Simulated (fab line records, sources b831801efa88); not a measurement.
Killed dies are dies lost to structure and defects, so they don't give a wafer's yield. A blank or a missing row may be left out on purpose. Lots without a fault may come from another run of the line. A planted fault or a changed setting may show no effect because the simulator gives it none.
Split-lot experiment | flow sfq_line | 5 lots, 27 wafers read, on a route of 325 steps

THE SPLIT
At SFQ_TRILAYER_I1_DEP_PECVD_045 (deposits SiO2 from SiH4/N2O, time 111.11 s, target thk 500 nm), the setting time_s was moved away from the recipe's 111.11 s on 12 of the 27 wafers read, by -41.8% to +18.8%. The other wafers ran this setting at the recipe's value.

The reading is taken at the split's own step.

THE READING
SiO2_of_TRILAYER_I1_DEP_PECVD_045.thk_nm (the simulator's own value, which no gauge read), in nm, at SFQ_TRILAYER_I1_DEP_PECVD_045 (deposits SiO2 from SiH4/N2O, time 111.11 s, target thk 500 nm). The file gives no usual value for it. The 15 wafers here that ran the recipe average 498.2 nm, standard deviation 5.8 nm.

wafer  | tool, chamber at the split | time_s as run, s | against the recipe | SiO2_of_TRILAYER_I1_DEP_PECVD_045.thk_nm, nm | against lot-mates on the recipe
L075.1 | pecvd-02, 1                | 111.11           | recipe             | 495.6                                        | -
L075.2 | pecvd-02, 2                | 111.11           | recipe             | 495.8                                        | -
L075.3 | pecvd-02, 0                | 111.11           | recipe             | 499                                          | -
L075.4 | pecvd-02, 2                | 129.1            | +16.2%             | 589.3                                        | +92.5
L075.5 | pecvd-02, 0                | 129.1            | +16.2%             | 580.8                                        | +84.0
L075.6 | pecvd-02, 1                | 129.1            | +16.2%             | 588.8                                        | +92.0
L076.3 | pecvd-02, 1                | 111.11           | recipe             | 495.5                                        | -
L076.4 | pecvd-02, 1                | 111.11           | recipe             | 494.2                                        | -
L076.5 | pecvd-02, 2                | 111.11           | recipe             | 499.1                                        | -
L078.1 | pecvd-01, 0                | 111.11           | recipe             | 496                                          | -
L078.2 | pecvd-01, 2                | 64.63            | -41.8%             | 286.4                                        | -205.6
L078.3 | pecvd-01, 1                | 111.11           | recipe             | 488.8                                        | -
L078.4 | pecvd-01, 2                | 64.63            | -41.8%             | 281                                          | -211.0
L078.5 | pecvd-01, 1                | 111.11           | recipe             | 491.3                                        | -
L078.6 | pecvd-01, 0                | 64.63            | -41.8%             | 299.5                                        | -192.5
L080.1 | pecvd-03, 2                | 111.11           | recipe             | 501.4                                        | -
L080.2 | pecvd-03, 0                | 67.02            | -39.7%             | 306.2                                        | -197.4
L080.3 | pecvd-03, 1                | 111.11           | recipe             | 500.2                                        | -
L080.4 | pecvd-03, 2                | 67.02            | -39.7%             | 312.4                                        | -191.2
L080.5 | pecvd-03, 0                | 111.11           | recipe             | 509.1                                        | -
L080.6 | pecvd-03, 1                | 67.02            | -39.7%             | 309.9                                        | -193.7
L084.1 | pecvd-03, 0                | 111.11           | recipe             | 503.4                                        | -
L084.2 | pecvd-03, 2                | 132              | +18.8%             | 591.1                                        | +88.8
L084.3 | pecvd-03, 1                | 111.11           | recipe             | 493.1                                        | -
L084.4 | pecvd-03, 1                | 132              | +18.8%             | 599.1                                        | +96.8
L084.5 | pecvd-03, 0                | 111.11           | recipe             | 510.3                                        | -
L084.6 | pecvd-03, 2                | 132              | +18.8%             | 597.9                                        | +95.6

THE FIT
A straight line over all 27 wafers: SiO2_of_TRILAYER_I1_DEP_PECVD_045.thk_nm changes by +4.98 nm for each +1% of time_s; r = +1.00; the points scatter about the line by 6.7 nm.
The same after taking each lot's own level away (the mean of its wafers on the recipe; 27 wafers): +4.95 nm for each +1%; r = +1.00; scatter 5.5 nm.
On that fit, the largest move of time_s shifts the reading by 2.1e+02 nm.
The lots' own levels span 492.03 to 503.57 nm, that is 2.0 times the standard deviation above.
So the lot-to-lot level changes the slope little: the two slopes agree.
Check: with one of the wafers moved furthest among these (-41.8%) left out of the fit, the line predicts -205 nm for it against its lot-mates. It came out at -206 nm against them.

OTHER SPLITS ON THESE WAFERS
These wafers also went through other splits before the reading. Each is held against what the fit with the lots' levels taken away leaves over:
other split on the same wafers                | wafers away from the commonest value | r with SiO2_of_TRILAYER_I1_DEP_PECVD_045.thk_nm (lot level and that fit taken away)
SFQ_TRILAYER_INCOMING_OXIDATION_002 ox_time_s | 21                                   | -0.13
SFQ_TRILAYER_M0_DEP_SPUTTER_019 time_s        | 9                                    | +0.11
SFQ_TRILAYER_M1_DEP_SPUTTER_037 time_s        | 12                                   | -0.14

THE WHOLE CHAIN: every reading that the file lists as answering this split, in the file's order
step                          | what it does                                                  | reading                                                                                   | change (the file's fit)              | r (the file's)
SFQ_TRILAYER_I1_DEP_PECVD_045 | deposits SiO2 from SiH4/N2O, time 111.11 s, target thk 500 nm | SiO2_of_TRILAYER_I1_DEP_PECVD_045.thk_nm (the simulator's own value, which no gauge read) | +4.93 nm for each +1% of the setting | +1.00
SFQ_TRILAYER_I1_CMP_CMP_046   | polishes SiO2                                                 | time_to_endpoint_s                                                                        | withheld for each +1% of the setting | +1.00

THE FILE'S OWN FIT
SiO2_of_TRILAYER_I1_DEP_PECVD_045.thk_nm changes by +4.93 nm for each +1% of time_s, r = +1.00.
